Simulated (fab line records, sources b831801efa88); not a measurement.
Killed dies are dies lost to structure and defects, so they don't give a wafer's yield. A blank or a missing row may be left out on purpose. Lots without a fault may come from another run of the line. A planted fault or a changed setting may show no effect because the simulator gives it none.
fab line records | flow sky130
record lots=6 wafers=17 last_day=50
route steps=708 shown VIA2@527 METAL3@532 CAPM@537 PAD_OPEN@708
lots that met no fault: from a run of the same line without faults
start_h: hours from the record's first day to the start of the lot's first wafer shown | wait_h: hours since the lot's step before | " the same as in the row above | L1.1+2: a row that stands for several wafers | - no value, or no start given | * or withheld: withheld | < > ~ a bound
route shown NAME@n: a module of which the file shows steps, and the number in the route of the first | usual: mean/standard deviation of fault-free wafers | same: alike in all rows | chamber/n: place in a boat | sites: the reading at each site | _std_site: their standard deviation | _edge_site: outer sites' mean less inner sites' | radius_mm: how far each site lies from the wafer's centre | mask NAME#n: copy n | behind: the tool/chamber that last shaped the wafer | hold: why the lot was held/for how many hours/how that ended | device: the transistor (n, p or np) that didn't switch | end of line: the same wafers' tests at the end of the route | a step without rows: its recipe alone | killed: dies lost to structure and defects at the first sort, not the wafer's yield | map: a wafer's dies, x killed, . not, _ none there
set.NAME: the setting as run; set.NAME@STEP: as run at that earlier step | model.NAME: the simulator's own value behind a step, which no gauge read
lots at some steps of the route; a table a step, a row a wafer
services: from which hour (start_h, from the record's first day; less than 0 if before it) a tool's chamber was out of use, for how many hours, and why
## steps
# step SKY_VIA2_SPUTTER_20
# recipe material=TiN target_thk_nm=20 chamber_pressure_pa=5 power_w=4000 time_s=80
# step SKY_VIA2_CVD_21
# recipe material=W target_thk_nm=420 time_s=126.4 temp_c=400 pressure_torr=40
# usual heater_power_w=850/67
# columns lot.wafer tool chamber start_h wait_h heater_power_w
L182.1 cvd_w-02 0 850.04 0.0 756
L182.2 " 1 " " 886
L182.3 " 1 " " 879
L187.1 cvd_w-02 1 892.80 0.0 872
L187.3 " 0 " " 743
L187.5 " 1 " " 886
L193.1 cvd_w-01 1 932.75 0.0 892
L193.4 " 1 " " 890
L198.1 cvd_w-01 0 967.68 0.0 828
L198.3 " 0 " " 820
L198.5 " 1 " " 912
L200.1 cvd_w-01 1 994.58 0.0 906
L200.2 " 0 " " 816
L200.6 " 0 " " 826
L204.2 cvd_w-01 0 1007.17 0.0 835
L204.3 " 0 " " 827
L204.5 " 0 " " 803
# step SKY_VIA2_RS_MEAS_22
# recipe thk_meas_gauge=four-point-probe reads=W_of_VIA2_CVD_21+TiN_of_VIA2_SPUTTER_20
# usual VIA2_W_RS=0.270/0.0059
# columns lot.wafer tool chamber start_h wait_h VIA2_W_RS[ohm/sq]
L182.1 film_metro-01 - 850.17 0.1 0.273
L182.2 " - " " 0.278
L182.3 " - " " 0.278
L187.1 film_metro-03 - 892.93 0.1 0.281
L187.3 " - " " 0.275
L187.5 " - " " 0.277
L193.1 film_metro-02 - 932.88 0.1 0.274
L193.4 " - " " 0.273
L198.1 film_metro-02 - 967.81 0.1 0.266
L198.3 " - " " 0.266
L198.5 " - " " 0.279
L200.1 film_metro-01 - 994.71 0.1 0.280
L200.2 " - " " 0.263
L200.6 " - " " 0.265
L204.2 film_metro-02 - 1007.32 0.1 0.264
L204.3 " - " " 0.262
L204.5 " - " " 0.262
# step SKY_VIA2_THK_MEAS_23
# recipe thk_meas_gauge=xrf reads=W_of_VIA2_CVD_21
# usual VIA2_W_THK=414/8.8
# columns lot.wafer tool chamber start_h wait_h VIA2_W_THK[nm]
L182.1 film_metro-01 - 850.29 0.1 407
L182.2 " - " " 401
L182.3 " - " " 400
L187.1 film_metro-03 - 893.05 0.1 403
L187.3 " - " " 409
L187.5 " - " " 410
L193.1 film_metro-02 - 933.00 0.1 409
L193.4 " - " " 411
L198.1 film_metro-02 - 967.93 0.1 417
L198.3 " - " " 418
L198.5 " - " " 399
L200.1 film_metro-01 - 994.83 0.1 403
L200.2 " - " " 426
L200.6 " - " " 426
L204.2 film_metro-02 - 1007.43 0.1 423
L204.3 " - " " 426
L204.5 " - " " 427
# step SKY_VIA2_CMP_24
# recipe stop_on=SiO2 t_overpolish_s=20 down_force_psi=3.5 platen_rpm=60 target_thk_nm=0 pad_velocity_m_s=0.94248
# usual head_pressure_psi=3.499/0.0078 motor_current_A=11.2/0.75 overpolish_run_s=20.001/0.0084 slurry_flow_ml_min=150.1/0.49 time_to_endpoint_s=102/4
# columns lot.wafer tool chamber start_h wait_h head_pressure_psi motor_current_A overpolish_run_s slurry_flow_ml_min time_to_endpoint_s
L182.3 cmp-02 0 850.35 0.0 3.499 11.7 19.997 150.5 100
L182.1 " 1 " " 3.499 10.6 20.001 150.3 102
L182.2 " 2 " " 3.504 10.6 20.016 150.5 98
L187.1 cmp-01 2 893.16 0.1 3.516 10.6 19.999 150.4 94
L187.3 " 3 " " 3.494 11.0 20.004 149.8 96
L187.5 " 1 " " 3.494 11.6 20.001 150.0 98
L193.1 cmp-02 0 933.06 0.1 3.495 11.6 20.006 150.2 99
L193.4 " 2 " " 3.495 11.4 20.017 148.9 96
L198.1 cmp-02 1 967.99 0.1 3.496 10.9 19.989 150.4 100
L198.3 " 0 " " 3.499 12.1 20.007 149.6 102
L198.5 " 1 " " 3.512 10.7 20.002 149.6 94
L200.1 cmp-01 2 994.99 0.1 3.505 10.9 20.004 150.2 97
L200.2 " 3 " " 3.495 11.2 19.986 150.0 104
L200.6 " 0 " " 3.500 9.9 19.994 150.4 105
L204.2 cmp-01 1 1007.48 0.0 3.502 11.2 20.000 150.1 102
L204.3 " 3 " " 3.507 11.9 19.996 150.5 103
L204.5 " 1 " " 3.499 11.6 20.005 149.9 106
# step SKY_METAL3_SPUTTER_00
# recipe material=Ti target_thk_nm=15 power_w=3000 time_s=10 chamber_pressure_pa=0.4
# usual cathode_dc_power_W=2999.9/0.51 throttle_valve_pct=30.6/1
# columns lot.wafer tool chamber start_h wait_h cathode_dc_power_W throttle_valve_pct
L182.1 pvd_sputter-03 - 850.65 0.2 2999.7 32.1
L182.2 " - " " 2999.9 32.0
L182.3 " - " " 3000.0 29.7
L187.1 pvd_sputter-03 - 893.41 0.2 2999.9 32.1
L187.3 " - " " 3000.5 30.2
L187.5 " - " " 3000.0 32.2
L193.1 pvd_sputter-03 - 933.36 0.2 2999.9 30.1
L193.4 " - " " 3000.4 32.2
L198.1 pvd_sputter-03 - 968.29 0.2 2999.8 30.0
L198.3 " - " " 2999.6 32.0
L198.5 " - " " 3000.1 32.4
L200.1 pvd_sputter-02 - 995.19 0.1 2999.8 31.2
L200.2 " - " " 2999.9 28.9
L200.6 " - " " 2999.7 31.4
L204.2 pvd_sputter-03 - 1007.78 0.2 3000.2 31.9
L204.3 " - " " 3000.0 32.4
L204.5 " - " " 2999.8 32.3
# step SKY_METAL3_SPUTTER_01
# recipe material=TiN target_thk_nm=20 power_w=6500 time_s=16.7 chamber_pressure_pa=0.4
# step SKY_METAL3_SPUTTER_02
# recipe material=AlCu target_thk_nm=735 power_w=10600 time_s=39.1 chamber_pressure_pa=0.4
# step SKY_METAL3_SPUTTER_03
# recipe material=Ti target_thk_nm=5 power_w=3000 time_s=3.3 chamber_pressure_pa=0.4
# usual cathode_dc_power_W=3000.0/0.51 throttle_valve_pct=30.6/1
# columns lot.wafer tool chamber start_h wait_h cathode_dc_power_W throttle_valve_pct
L182.1 pvd_sputter-03 - 850.74 0.0 3000.4 32.2
L182.2 " - " " 3000.4 31.9
L182.3 " - " " 3000.4 30.0
L187.1 pvd_sputter-03 - 893.50 0.0 3000.9 32.1
L187.3 " - " " 3000.9 30.3
L187.5 " - " " 3000.4 32.2
L193.1 pvd_sputter-03 - 933.44 0.0 2999.4 30.2
L193.4 " - " " 3000.4 32.0
L198.1 pvd_sputter-03 - 968.38 0.0 3000.0 30.0
L198.3 " - " " 2999.7 31.7
L198.5 " - " " 3000.4 32.2
L200.1 pvd_sputter-02 - 995.28 0.0 2999.6 31.5
L200.2 " - " " 3000.8 28.7
L200.6 " - " " 3000.1 31.4
L204.2 pvd_sputter-03 - 1007.87 0.0 2999.8 32.2
L204.3 " - " " 2999.9 32.2
L204.5 " - " " 2999.7 32.1
# step SKY_METAL3_SPUTTER_04
# recipe material=TiN target_thk_nm=70 power_w=6500 time_s=58.3 chamber_pressure_pa=0.4
# step SKY_CAPM_CVD_00
# recipe material=SiO2 target_thk_nm=15.5 temp_c=400 time_s=withheld rf_w=450
# usual heater_power_w=737/90
# columns lot.wafer tool chamber start_h wait_h heater_power_w
L182.1 pecvd-01 2 850.81 0.0 792
L182.2 " 1 " " 791
L182.3 " 0 " " 794
L187.1 pecvd-02 1 893.57 0.0 658
L187.3 " 0 " " 684
L187.5 " 0 " " 672
L193.1 pecvd-01 1 933.51 0.0 664
L193.4 " 1 " " 671
L198.1 pecvd-02 0 968.45 0.0 645
L198.3 " 2 " " 891
L198.5 " 0 " " 636
L200.1 pecvd-01 0 995.35 0.0 714
L200.2 " 2 " " 755
L200.6 " 0 " " 695
L204.2 pecvd-01 0 1007.94 0.0 766
L204.3 " 1 " " 688
L204.5 " 2 " " 682
# step SKY_CAPM_THK_MEAS_01
# recipe reads=SiO2_of_CAPM_CVD_00
# usual CAPM_CVD_00_THK=15.46/0.22
# columns lot.wafer tool chamber start_h wait_h CAPM_CVD_00_THK[nm]
L182.1 film_metro-04 - 850.83 - 15.15
L182.2 " - " " 15.26
L182.3 " - " " 15.12
L187.1 film_metro-03 - 893.59 - 15.49
L187.3 " - " " 15.36
L187.5 " - " " 15.46
L193.1 film_metro-02 - 933.54 - 15.01
L193.4 " - " " 15.34
L198.1 film_metro-04 - 968.47 - 15.35
L198.3 " - " " 15.38
L198.5 " - " " 15.77
L200.1 film_metro-02 - 995.37 - 15.42
L200.2 " - " " 15.55
L200.6 " - " " 15.20
L204.2 film_metro-04 - 1007.97 - 15.23
L204.3 " - " " 15.19
L204.5 " - " " 15.59
# step SKY_CAPM_SPUTTER_02
# recipe material=TiN target_thk_nm=200 temp_c=300 power_w=6500 time_s=166.7 chamber_pressure_pa=0.4
# usual cathode_dc_power_W=6500.0/1.3 throttle_valve_pct=30.6/1.1
# columns lot.wafer tool chamber start_h wait_h cathode_dc_power_W throttle_valve_pct model.TiN_of_CAPM_SPUTTER_02.thk_nm
L182.1 pvd_sputter-01 - 850.89 0.1 6498.9 29.7 201.1
L182.2 " - " " 6498.2 30.7 201.9
L182.3 " - " " 6500.9 29.2 199.9
L187.1 pvd_sputter-01 - 893.65 0.1 6499.4 29.9 260.3
L187.3 " - " " 6502.5 30.8 200.8
L187.5 " - " " 6502.5 29.8 199.5
L193.1 pvd_sputter-01 - 933.60 0.1 6498.9 29.1 263.2
L193.4 " - " " 6501.1 32.6 261.8
L198.1 pvd_sputter-02 - 968.53 0.1 6499.1 29.6 199.7
L198.3 " - " " 6500.9 31.5 198.5
L198.5 " - " " 6500.8 31.3 199.8
L200.1 pvd_sputter-01 - 995.43 0.1 6498.8 29.2 197.2
L200.2 " - " " 6501.0 32.4 199.5
L200.6 " - " " 6499.9 29.9 199.4
L204.2 pvd_sputter-02 - 1008.02 0.0 6501.4 30.1 200.3
L204.3 " - " " 6499.6 31.6 200.4
L204.5 " - " " 6500.1 30.4 200.2
# step SKY_CAPM_RS_MEAS_03
# recipe thk_meas_gauge=four-point-probe reads=TiN_of_CAPM_SPUTTER_02
# usual CAPM_TIN_RS=6.91/0.059
# columns lot.wafer tool chamber start_h wait_h CAPM_TIN_RS[ohm/sq]
L182.1 film_metro-02 - 851.00 0.1 6.86
L182.2 " - " " 6.84
L182.3 " - " " 6.91
L187.1 film_metro-02 - 893.76 0.1 5.28
L187.3 " - " " 6.87
L187.5 " - " " 6.93
L193.1 film_metro-03 - 933.71 0.1 5.21
L193.4 " - " " 5.23
L198.1 film_metro-03 - 968.64 0.1 6.91
L198.3 " - " " 6.94
L198.5 " - " " 6.91
L200.1 film_metro-03 - 995.54 0.1 7.01
L200.2 " - " " 6.93
L200.6 " - " " 6.91
L204.2 film_metro-03 - 1008.15 0.1 6.87
L204.3 " - " " 6.88
L204.5 " - " " 6.89
# step SKY_CAPM_THK_MEAS_04
# recipe thk_meas_gauge=xrf reads=TiN_of_CAPM_SPUTTER_02
# usual CAPM_TIN_THK=198.8/1.8
# columns lot.wafer tool chamber start_h wait_h CAPM_TIN_THK[nm]
L182.1 film_metro-02 - 851.12 0.1 200.2
L182.2 " - " " 202.1
L182.3 " - " " 200.0
L187.1 film_metro-02 - 893.88 0.1 258.5
L187.3 " - " " 200.3
L187.5 " - " " 198.1
L193.1 film_metro-03 - 933.83 0.1 261.1
L193.4 " - " " 259.0
L198.1 film_metro-03 - 968.76 0.1 199.1
L198.3 " - " " 198.0
L198.5 " - " " 198.9
L200.1 film_metro-03 - 995.66 0.1 196.2
L200.2 " - " " 198.7
L200.6 " - " " 198.7
L204.2 film_metro-03 - 1008.26 0.1 199.8
L204.3 " - " " 198.9
L204.5 " - " " 199.9
# step SKY_CAPM_DEHYDRATE_05
# recipe temp_c=200 time_s=60
# step SKY_CAPM_HMDS_06
# recipe prime_time_s=60 prime_temp_c=120
# step SKY_CAPM_COAT_07
# recipe resist=NOVOLAK spin_rpm=3000 resist_thk_nm=1140
# step SKY_CAPM_SOFTBAKE_08
# recipe temp_c=90 time_s=60 resist=NOVOLAK
# step SKY_CAPM_EXPOSE_09
# recipe mask_id=CAPM na=0.6 source_shape=conventional sigma_outer=0.6 polarization=unpolarized target_cd_nm=1000 dose_mj=159
# step SKY_CAPM_PEB_10
# recipe temp_c=withheld time_s=* resist=NOVOLAK
# step SKY_CAPM_DEVELOP_11
# recipe resist=NOVOLAK developer=TMAH develop_time_s=60 dev_temp_c=23
# step SKY_CAPM_OVL_MEAS_12
# usual CAPM_OVL=0.9/1.3
# columns lot.wafer tool chamber start_h wait_h CAPM_OVL[nm]
L182.1 overlay-02 - 877.10 0.1 1.1
L182.2 " - " " 1.1
L182.3 " - " " 0.4
L187.1 overlay-02 - 919.28 0.1 1.2
L187.3 " - " " -0.8
L187.5 " - " " 0.7
L193.1 overlay-02 - 958.27 0.1 1.3
L193.4 " - " " 1.2
L198.1 overlay-02 - 992.22 0.1 -0.9
L198.3 " - " " 1.2
L198.5 " - " " -1.1
L200.1 overlay-01 - 1018.37 0.1 2.5
L200.2 " - " " 1.5
L200.6 " - " " 0.0
L204.2 overlay-01 - 1030.49 0.1 1.4
L204.3 " - " " -0.7
L204.5 " - " " 2.1
# step SKY_CAPM_METAL_ETCH_13
# recipe target_depth_nm=220 stop_on=SiO2 chemistry=Cl2/BCl3 target=TiN pressure_mtorr=10 icp_w=900 bias_w=48.5 Cl2_flow_sccm=60 bcl3_flow_sccm=30 time_s=62.9
# usual drypump_motor_current_A=5.6/0.32 oes_product_au=0.941/0.0069 throttle_valve_pct=21.902/0.01
# columns lot.wafer tool chamber start_h wait_h drypump_motor_current_A oes_product_au rf_hours_counter_h throttle_valve_pct
L182.1 rie_metal-04 1 877.14 0.0 5.6 0.947 9 21.903
L182.2 " 0 " " 5.6 0.945 10 21.912
L182.3 " 1 " " 5.6 0.942 - 21.903
L187.1 rie_metal-02 1 919.32 0.0 6.0 0.999 9 21.867
L187.3 " 0 " " 5.0 0.938 - 21.900
L187.5 " 1 " " 6.0 0.947 - 21.910
L193.1 rie_metal-04 0 958.31 0.0 5.6 1.007 12 21.858
L193.4 " 0 " " 5.6 1.016 - 21.851
L198.1 rie_metal-02 0 992.26 0.0 5.1 0.939 10 21.883
L198.3 " 0 " " 5.1 0.934 - 21.886
L198.5 " 0 " " 5.1 0.937 - 21.909
L200.1 rie_metal-02 0 1018.41 0.0 5.0 0.933 11 21.905
L200.2 " 1 " " 6.0 0.944 14 21.907
L200.6 " 1 " " 6.0 0.942 - 21.897
L204.2 rie_metal-02 0 1030.52 0.0 5.1 0.946 12 21.896
L204.3 " 1 " " 6.0 0.941 - 21.911
L204.5 " 0 " " 5.0 0.943 - 21.895
# step SKY_CAPM_STRIP_14
# recipe chemistry=O2/N2 power_w=1400 pressure_mtorr=1500 platen_temp_c=withheld o2_flow_sccm=3000 n2_flow_sccm=300 overash_fraction=0.5
# step SKY_CAPM_STRIP_15
# recipe chemistry=post_etch_residue_remover time_s=1200 temp_c=72.5
# usual bath_guard_temp_C=72.5/0.42
# columns lot.wafer tool chamber start_h wait_h bath_guard_temp_C model.TiN_of_CAPM_SPUTTER_02.thk_nm
L182.1 wet_bench-02 0 877.32 0.1 73.0 200.6
L182.2 " 0 " " 72.9 201.5
L182.3 " 0 " " 72.7 199.5
L187.1 wet_bench-04 1 919.50 0.1 72.2 259.9
L187.3 " 1 " " 72.2 200.3
L187.5 " 1 " " 72.0 199.1
L193.1 wet_bench-02 3 958.48 0.1 72.0 262.8
L193.4 " 3 " " 71.8 261.4
L198.1 wet_bench-01 3 992.43 0.1 72.9 199.3
L198.3 " 3 " " 72.3 198.1
L198.5 " 3 " " 73.1 199.3
L200.1 wet_bench-02 1 1018.58 0.1 72.3 196.7
L200.2 " 1 " " 72.2 199.1
L200.6 " 1 " " 71.9 199
L204.2 wet_bench-01 0 1030.70 0.1 72.7 199.9
L204.3 " 0 " " 72.7 199.9
L204.5 " 0 " " 73.0 199.8
# step SKY_CAPM_CLEAN_16
# recipe chemistry=IPA time_s=180 temp_c=25
# step SKY_PAD_OPEN_PROBE_99
# usual defect_limited_yield=82.5/2 killed_at_M0_to_M3=44/7 killed_at_M4_up=3.0/1.7 killed_at_contacts=24/5.2 killed_at_front_end=15/4.8 killed_at_other=0.2/0.56 killed_dies=86/9.7 killed_on_rim=17/4.1 killed_open=47/7.1 killed_short=39/6.3 sort_bin_3_pad_short=0.9/0.4 sort_bin_5_function=10.3/1.6 sort_bin_6_memory=6.3/1.2 sort_n_pass=406/9.7 sort_yield_pct=82.5/2
# same gross_dies=492 killed_at_back_side=0 sort_bin_4_leakage[%]=0 sort_bin_8_speed[%]=0
# columns lot.wafer tool chamber start_h wait_h defect_limited_yield[%] killed_at_M0_to_M3 killed_at_M4_up killed_at_contacts killed_at_front_end killed_at_other killed_dies killed_on_rim killed_open killed_short sort_bin_3_pad_short[%] sort_bin_5_function[%] sort_bin_6_memory[%] sort_n_pass sort_yield_pct[%]
L187.1 prober-01 - 1112.04 0.1 0 41 8 34 24 385 492 96 53 51 79.3 11.6 9.1 0 0
L187.3 prober-01 - 1112.14 0.2 81.1 42 5 32 14 0 93 20 50 43 1.2 10.6 7.1 399 81.1
L187.5 prober-01 - 1112.24 0.2 82.3 32 2 28 25 0 87 21 57 30 0.4 11.4 5.9 405 82.3
L193.1 prober-01 - 1144.77 0.1 0 44 5 25 16 402 492 96 42 49 83.1 9.8 7.1 0 0
L193.4 prober-01 - 1144.92 0.2 0 51 6 17 13 405 492 96 54 33 83.3 9.8 6.9 0 0
L198.1 prober-01 - 1170.69 0.1 84.8 39 5 21 10 0 75 10 43 32 0.4 9.3 5.5 417 84.8
L198.3 prober-01 - 1170.79 0.2 84.1 44 3 16 15 0 78 14 40 38 1.4 9.8 4.7 414 84.1
L198.5 prober-01 - 1170.89 0.2 84.6 40 2 23 11 0 76 13 36 39 0.4 9.1 5.9 416 84.6
L200.1 prober-02 - 1189.03 0.1 82.1 39 3 35 11 0 88 13 49 39 1.0 10.8 6.1 404 82.1
L200.2 prober-02 - 1189.08 0.1 80.5 47 3 27 18 1 96 21 54 42 1.0 11.0 7.5 396 80.5
L200.6 prober-02 - 1189.28 0.2 85.0 35 3 14 22 0 74 12 36 38 0.2 7.1 7.7 418 85.0
# killed by level:class
L187.1 CAPM:area_etch=385 CONTACT:geometric_particle:short=10 CONTACT:geometric_particle:open=10 LI_CONTACT:geometric_particle:open=9 METAL2:geometric_particle:short=9 VIA1:geometric_particle:open=8 FIELD_ISO:geometric_particle:open=7 POLY_GATE:geometric_particle:short=7
L187.3 VIA1:geometric_particle:open=11 LI_CONTACT:geometric_particle:open=9 CONTACT:geometric_particle:open=9 VIA3:geometric_particle:open=9 FIELD_ISO:geometric_particle:short=6 METAL3:geometric_particle:short=6 CONTACT:geometric_particle:short=5 METAL1:geometric_particle:short=5
L187.5 CONTACT:geometric_particle:open=12 LI_CONTACT:geometric_particle:open=9 VIA1:geometric_particle:open=9 VIA2:geometric_particle:open=8 FIELD_ISO:geometric_particle:open=7 FIELD_ISO:geometric_particle:short=6 VIA3:geometric_particle:open=4 POLY_GATE:geometric_particle:open=4
L193.1 CAPM:area_etch=401 VIA1:geometric_particle:open=9 LI_CONTACT:geometric_particle:open=8 METAL2:geometric_particle:short=7 METAL1:geometric_particle:short=6 CONTACT:geometric_particle:short=6 CONTACT:geometric_particle:open=6 VIA1:geometric_particle:short=6
L193.4 CAPM:area_etch=405 VIA1:geometric_particle:open=11 CONTACT:geometric_particle:open=9 METAL1:geometric_particle:short=8 METAL2:geometric_particle:short=7 VIA2:geometric_particle:open=6 VIA3:geometric_particle:open=5 FIELD_ISO:geometric_particle:open=4
L198.1 VIA1:geometric_particle:open=8 LI_CONTACT:geometric_particle:open=7 VIA2:geometric_particle:open=6 FIELD_ISO:geometric_particle:open=4 LOCAL_INTERCONNECT:geometric_particle:short=4 CONTACT:geometric_particle:short=4 METAL2:geometric_particle:short=4 METAL2:geometric_particle:open=4
L198.3 CONTACT:geometric_particle:open=8 VIA2:geometric_particle:open=7 VIA1:geometric_particle:open=6 POLY_GATE:geometric_particle:short=5 METAL1:geometric_particle:short=5 VIA1:geometric_particle:short=5 METAL2:geometric_particle:short=5 VIA3:geometric_particle:open=5
L198.5 VIA2:geometric_particle:open=9 CONTACT:geometric_particle:open=8 LI_CONTACT:geometric_particle:open=6 METAL1:geometric_particle:short=6 POLY_GATE:geometric_particle:short=4 LOCAL_INTERCONNECT:geometric_particle:short=4 METAL3:geometric_particle:short=4 METAL2:geometric_particle:short=4
L200.1 CONTACT:geometric_particle:open=13 VIA1:geometric_particle:open=11 LI_CONTACT:geometric_particle:open=9 VIA1:geometric_particle:short=7 CONTACT:geometric_particle:short=6 VIA2:geometric_particle:open=5 POLY_GATE:geometric_particle:short=4 LOCAL_INTERCONNECT:geometric_particle:short=4
L200.2 CONTACT:geometric_particle:open=14 VIA1:geometric_particle:open=9 VIA3:geometric_particle:open=9 METAL2:geometric_particle:short=9 FIELD_ISO:geometric_particle:short=6 VIA2:geometric_particle:open=6 POLY_GATE:geometric_particle:short=5 LI_CONTACT:geometric_particle:open=5
L200.6 VIA1:geometric_particle:open=9 METAL1:geometric_particle:short=6 LI_CONTACT:geometric_particle:open=5 POLY_GATE:geometric_particle:short=5 FIELD_ISO:geometric_particle:short=4 VIA3:geometric_particle:open=4 FIELD_ISO:geometric_particle:open=3 SPACER:geometric_particle:open=3
# map L187.1 (x killed, . not)
__________xxxxxxxxxx_________
________xxxxxxxxxxxxxx_______
______xxxxxxxxxxxxxxxxxx_____
_____xxxxxxxxxxxxxxxxxxxx____
____xxxxxxxxxxxxxxxxxxxxxx___
___xxxxxxxxxxxxxxxxxxxxxxxx__
__xxxxxxxxxxxxxxxxxxxxxxxxxx_
_xxxxxxxxxxxxxxxxxxxxxxxxxxxx
_xxxxxxxxxxxxxxxxxxxxxxxxxxxx
_xxxxxxxxxxxxxxxxxxxxxxxxxxxx
_xxxxxxxxxxxxxxxxxxxxxxxxxxxx
_xxxxxxxxxxxxxxxxxxxxxxxxxxxx
_xxxxxxxxxxxxxxxxxxxxxxxxxxxx
_xxxxxxxxxxxxxxxxxxxxxxxxxxxx
_xxxxxxxxxxxxxxxxxxxxxxxxxxxx
__xxxxxxxxxxxxxxxxxxxxxxxxxx_
___xxxxxxxxxxxxxxxxxxxxxxxx__
____xxxxxxxxxxxxxxxxxxxxxx___
_____xxxxxxxxxxxxxxxxxxxx____
______xxxxxxxxxxxxxxxxxx_____
________xxxxxxxxxxxxxx_______
__________xxxxxxxxxx_________
# map L193.1 (x killed, . not)
__________xxxxxxxxxx_________
________xxxxxxxxxxxxxx_______
______xxxxxxxxxxxxxxxxxx_____
_____xxxxxxxxxxxxxxxxxxxx____
____xxxxxxxxxxxxxxxxxxxxxx___
___xxxxxxxxxxxxxxxxxxxxxxxx__
__xxxxxxxxxxxxxxxxxxxxxxxxxx_
_xxxxxxxxxxxxxxxxxxxxxxxxxxxx
_xxxxxxxxxxxxxxxxxxxxxxxxxxxx
_xxxxxxxxxxxxxxxxxxxxxxxxxxxx
_xxxxxxxxxxxxxxxxxxxxxxxxxxxx
_xxxxxxxxxxxxxxxxxxxxxxxxxxxx
_xxxxxxxxxxxxxxxxxxxxxxxxxxxx
_xxxxxxxxxxxxxxxxxxxxxxxxxxxx
_xxxxxxxxxxxxxxxxxxxxxxxxxxxx
__xxxxxxxxxxxxxxxxxxxxxxxxxx_
___xxxxxxxxxxxxxxxxxxxxxxxx__
____xxxxxxxxxxxxxxxxxxxxxx___
_____xxxxxxxxxxxxxxxxxxxx____
______xxxxxxxxxxxxxxxxxx_____
________xxxxxxxxxxxxxx_______
__________xxxxxxxxxx_________
## services
# columns tool chamber start_h hours kind
wet_bench-01 - 859.61 0.9 repair
cvd_w-01 - 865.50 1.5 repair
pecvd-01 1 872.14 5.8 repair
pecvd-01 1 880.70 5.0 scheduled_down
cvd_w-01 - 887.66 6.9 pm
pvd_sputter-01 - 901.78 2.0 repair
cvd_w-01 - 904.00 14.0 pm
cvd_w-01 0 904.00 14.0 vent_cycle
cvd_w-01 1 904.00 14.0 vent_cycle
rie_metal-04 0 908.29 1.8 repair
cmp-02 - 912.00 4.0 pm
cvd_w-01 0 918.00 - clean
cvd_w-01 1 918.00 - clean
cmp-01 - 918.50 5.3 pm
pvd_sputter-01 - 918.80 6.6 repair
rie_metal-04 0 923.60 20.7 repair
cmp-01 - 926.55 3.8 repair
cmp-01 - 926.73 5.7 repair
cvd_w-01 - 940.28 2.8 pm
cvd_w-02 1 943.49 7.7 repair
rie_metal-04 - 959.22 4.3 pm
cmp-02 - 993.62 0.6 repair
rie_metal-04 - 1008.66 1.3 repair
pecvd-01 2 1011.36 4.5 repair
## key
first_sign step=SKY_CAPM_RS_MEAS_03 reading=CAPM_TIN_RS direction=down sigmas=28 usual=6.91 struck=5.24
effect step=SKY_CAPM_THK_MEAS_04 reading=CAPM_TIN_THK direction=up sigmas=34 usual=198.8 struck=259.6
effect step=SKY_CAPM_METAL_ETCH_13 reading=oes_product_au direction=up sigmas=9.6 usual=0.941 struck=1.007
effect step=SKY_PAD_OPEN_PROBE_99 reading=killed_at_other direction=up sigmas=99+ usual=0.2 struck=397.3
model_effect step=SKY_CAPM_SPUTTER_02 value=TiN_of_CAPM_SPUTTER_02.thk_nm without=201 struck=261.8
model_effect step=SKY_CAPM_STRIP_15 value=TiN_of_CAPM_SPUTTER_02.thk_nm without=200.5 struck=261.4
more_kills_born_at SKY_CAPM_METAL_ETCH_13@rie_metal-04=806 SKY_CAPM_METAL_ETCH_13@rie_metal-02=385
met_at SKY_CAPM_SPUTTER_02
struck_wafers L187.1,L193.1,L193.4
later_rows_left_out L187.1,L193.1,L193.4
onset_between 850.89 893.65
fault kind=process_parameter_drift tool=pvd_sputter-01 chamber=- onset_h=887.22 steps=SKY_CAPM_SPUTTER_02 channel=target_thk_nm offset=60.805 shape=step end_h=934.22 scope=struck_wafers_only acts_in=these_recipes_only stated=200
# later_rows_left_out: the simulator's readings of these wafers behind a module that went badly wrong aren't trusted and aren't shown, but for the sort
